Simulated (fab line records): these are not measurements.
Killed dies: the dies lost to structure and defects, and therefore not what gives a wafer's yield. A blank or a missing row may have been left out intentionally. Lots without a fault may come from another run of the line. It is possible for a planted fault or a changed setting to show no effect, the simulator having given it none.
The tool behind it: which one?	flow gf180mcu	6 lots with 18 wafers sampled at 4 steps, on a route of 602 steps

WHAT THE GAUGES READ, wafer by wafer
GF_PASSIVATION_BOW_MEAS_14.
lot	measured	on	PASSIVATION_BOW (um)
L302	day 29 19:16	filmMetro-02	134 133 135
L306	day 31 07:20	filmMetro-02	140 130 133
L308	day 31 12:01	filmMetro-02	150 141 137
L311	day 32 06:29	filmMetro-04	140 137 134
L320	day 34 10:47	filmMetro-02	127 129 129
L323	day 34 23:02	filmMetro-02	131 132 144

TOOL THAT RAN EACH LOT (tool first, then ch and the chambers of the sampled wafers, then the start)
lot	GF_V3_ETCH_16	GF_MIM_SPUTTER_08	GF_V5_STRIP_18
L302	rieDiel-03 ch 0,2,3, day 23 09:04	pvdSputter-03, day 25 10:11	plasmaAsher-01 ch 0,1, day 28 02:41
L306	rieDiel-01 ch 0,1,3, day 25 00:53	pvdSputter-04, day 26 22:50	plasmaAsher-02 ch 0,1, day 29 15:02
L308	rieDiel-04 ch 0,1,3, day 25 06:19	pvdSputter-04, day 27 04:53	plasmaAsher-01 ch 0,1, day 29 18:41
L311	rieDiel-04 ch 0,2,3, day 26 07:14	pvdSputter-01, day 28 04:34	plasmaAsher-01 ch 0,1, day 30 13:38
L320	rieDiel-04 ch 1,3, day 28 20:56	pvdSputter-03, day 30 17:41	plasmaAsher-02 ch 0,1, day 32 22:44
L323	rieDiel-03 ch 0,2,3, day 29 16:47	pvdSputter-04, day 31 09:38	plasmaAsher-02 ch 0,1, day 33 13:20
- GF_V3_ETCH_16: etches BARC in N2/H2.
- GF_MIM_SPUTTER_08: material AlCu, target thk 200 nm, time 10.6 s.
- GF_V5_STRIP_18: strips in O2/N2.

THE ANSWER, worked out from the rows above alone
Rule: the usual values come from the lots themselves. Put in order of their means at a reading, lots are off if they are a third of the lots or fewer, leave a main group of 4 or more, and stand apart from it by a gap of 3 or more times the standard deviation of the main group's means; of several such gaps the widest counts. A main group is skipped when, at the precision printed for the reading in the tables above, its means are all equal. A lot without any number at a reading at which 4 lots or more have one is off too. Any other lot the step has rows for is counted as sound.
Across all readings shown, no lot is off: no conclusion can be drawn from this.

WHAT WAS PUT IN BY THE SIMULATOR
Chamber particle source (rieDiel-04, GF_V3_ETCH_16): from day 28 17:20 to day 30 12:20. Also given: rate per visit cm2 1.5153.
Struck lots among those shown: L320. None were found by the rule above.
